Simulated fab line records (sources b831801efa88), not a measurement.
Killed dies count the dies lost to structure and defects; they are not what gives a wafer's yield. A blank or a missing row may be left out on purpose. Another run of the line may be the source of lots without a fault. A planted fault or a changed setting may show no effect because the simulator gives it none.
Struck lot and sound lot, side by side / flow sky130 / 15 out of 708 route steps
Sound: these wafers, L358.4, L358.5, L358.6. Wafers struck: L371.4, L371.5, L371.6. At the end, the cause is stated.
For every step that has rows: the tool of each side, followed by ch and its chambers, followed by its first start. Under that, the readings that differ: sound wafers / struck wafers / difference of the means / sigmas: that difference in standard deviations of wafers without a fault.
alike: same words and numbers on both sides, and readings whose means sit less than 2 such deviations apart. not compared: any withheld reading, any reading some wafer has no value for, any bound like >300 that may hide the same value, and any number with overlapping values for which the record gives no deviation.
A row with sigmas, a row that says differs or no value, or rows on one side alone: a step with any of these is where the two part. Non-overlapping numbers with no deviation appear without sigmas and do not part them. A reading missing from all wafers of one side parts the sides only when that side holds two or more wafers.

first, 4 steps without rows for these wafers: SKY_VT_ADJUST_LVTN_SOFTBAKE_14 (time 60 s); SKY_VT_ADJUST_LVTN_EXPOSE_15 (exposes mask HVN STD DERIVED, target cd 600 nm); SKY_VT_ADJUST_LVTN_PEB_16; SKY_VT_ADJUST_LVTN_DEVELOP_17 (develop time 60 s).
SKY_VT_ADJUST_LVTN_OVL_MEAS_18:
  struck on overlay-01, day 11 08:07; sound on overlay-01, day 7 15:17
  alike: VT_ADJUST_LVTN_01_OVL
then, 1 step without rows for these wafers: SKY_VT_ADJUST_LVTN_IMPLANT_19.
SKY_VT_ADJUST_LVTN_STRIP_20: strips in O2/N2.
  sound on plasma asher-03 ch 0,1, day 7 15:29; struck on plasma asher-02 ch 0,1, day 11 08:19
  alike: drypump motor current A, oes product au, strip time to endpoint s
  not compared: rf hours counter h
SKY_VT_ADJUST_LVTN_TW_MEAS_21:
  struck on film metro-01, day 11 08:25; sound on film metro-01, day 7 15:35
  alike: VT_ADJUST_LVTN_2_TW
then, 4 steps without rows for these wafers: SKY_VT_ADJUST_NCORE_DEHYDRATE_00 (time 60 s); SKY_VT_ADJUST_NCORE_HMDS_01 (prime time 60 s); SKY_VT_ADJUST_NCORE_COAT_02 (resist thk 1140 nm); SKY_VT_ADJUST_NCORE_SOFTBAKE_03 (time 60 s).
SKY_VT_ADJUST_NCORE_EXPOSE_04: exposes mask LVTN COMPLEMENT THIN, target cd 380 nm.
  sound on iline stepper-01 ch 0, day 8 01:53; struck on iline stepper-01 ch 0, day 11 20:31
reading=model.VT_ADJUST_NCORE.overlay x nm (nm); sound=-1.406 -1.406 -1.406; struck=1.662 1.662 1.662; difference=+3.068; sigmas=
  alike: mask, reticle temp C, stage vel mm s
then, 1 step without rows for these wafers: SKY_VT_ADJUST_NCORE_PEB_05.
-- here the record skips 37 days between the struck wafers' starts before and after, leaving off in module VT_ADJUST_NCORE and picking up in module PAD_OPEN (first step shown: number 708 of the route) --
SKY_PAD_OPEN_PROBE_99:
  struck on prober-01, day 49 01:53; sound on prober-02, day 45 12:09
  alike: killed_at_M0_to_M3, killed_at_M4_up, killed at contacts, killed at front end, killed at other, killed dies, killed open, killed short

WHERE THEY PART
Nowhere in this record.

WHY: what had been put in by the simulator
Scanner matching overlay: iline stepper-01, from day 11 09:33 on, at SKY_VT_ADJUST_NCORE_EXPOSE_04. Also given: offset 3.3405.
